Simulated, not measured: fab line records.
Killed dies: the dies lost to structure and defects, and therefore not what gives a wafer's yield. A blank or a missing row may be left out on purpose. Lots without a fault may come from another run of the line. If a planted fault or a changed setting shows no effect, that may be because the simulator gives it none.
Problem report, 8D (eight disciplines) form, completed by code | flow gf180mcu | the parts of the form that need people (team, actions taken, sign-off) are left out

== 1. WHAT IS WRONG ==
Wafers without a fault read 399.2 nm, standard deviation 2.4; cd-nm at GF_HV_LDD_CD_MEAS_07 reads a mean of 413.6 nm on 6 wafers belonging to 2 lots. That puts it +6.0 standard deviations away from the usual mean.
The step: target cd 400 nm.
Seen first at day 14 23:16 on cd-sem-01, wafer L775.3. The record has a number at this step for 39 wafers belonging to 13 lots. By rule, "out" or "out of limits" means more than 4 standard deviations away from the usual mean. The rest of the wafers with a number are treated as sound.

== 2. WHAT IT IS AND WHAT IT IS NOT ==
question                    | is                     | is not
which readings at this step | cd-nm                  | -
which lots                  | L775, L776             | L760, L762, L764, L765, L766, L767, L770, L771, L779, L780, L781
which wafers of those lots  | all that have a number | -
read on which gauges        | cd-sem-01, cd-sem-02   | -
when                        | from day 14 23:16      | up to then (24 sound wafers); but 9 sound wafers of L779, L780, L781 came after

== 3. THE SUSPECTS, EACH WITH WHAT RULES IT OUT ==
Counting: any tool at a process step up to the reading is kept as a suspect provided that every lot that is out went through it and no sound lot did after the first of them.
- ruled out: the gauge at GF_HV_LDD_CD_MEAS_07. The wafers that are out were read on 2 gauges (cd-sem-01, cd-sem-02).
- litho-track-02 at GF_HV_LDD_COAT_02 (resist thk 1000 nm): kept. It ran every lot that is out, first L775 (day 14 12:35), and no sound lot after that; its last sound lot up to then is L770 (day 13 05:17).
After counting, what remains is litho-track-02 at GF_HV_LDD_COAT_02.

== 4. THE CAUSE (what the simulator had put in) ==
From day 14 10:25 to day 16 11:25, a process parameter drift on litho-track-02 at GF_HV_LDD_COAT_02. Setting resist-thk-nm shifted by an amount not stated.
Counting left only this tool.

== 5. THE EFFECT CHAIN, in route order ==
One row per reading whose mean, taken over the struck wafers that have a number, lies over 3 standard deviations from the usual. Only readings for which the record gives a usual standard deviation are gone through. hours: the time from each lot's start at the first step in this table that gives one to its start at this step, as a median over the lots. sigmas: the change in usual standard deviations.
hours | step                 | reading                  | usual      | on struck wafers | change | sigmas
0     | GF_HV_LDD_CD_MEAS_07 | cd-nm                    | 399.2 nm   | 413.6            | +14.4  | +6.0
0     | GF_HV_LDD_STRIP_10   | oes-product-au           | 0.716 a.u. | 0.689            | -0.027 | -5.8
0     | GF_HV_LDD_STRIP_10   | strip-time-to-endpoint-s | 12.62 s    | 11.04            | -1.58  | -49
The process steps in it:
- GF_HV_LDD_STRIP_10: strips in O2/N2.
Later measuring or inspecting steps at which every struck wafer that the step has a row for has a number for every such reading, and none has moved that far: GF_PSD_OVL_MEAS_08.

== 6. WHAT WOULD HAVE CAUGHT IT SOONER ==
13 hours passed between the start of the fault at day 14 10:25 and the first reading out of limits at a measuring or inspecting step in this record, taken at day 14 23:16.
All the lots that are out (2) had begun GF_HV_LDD_COAT_02 on litho-track-02 by day 14 23:16. None of them would have been spared by holding the tool at that moment.
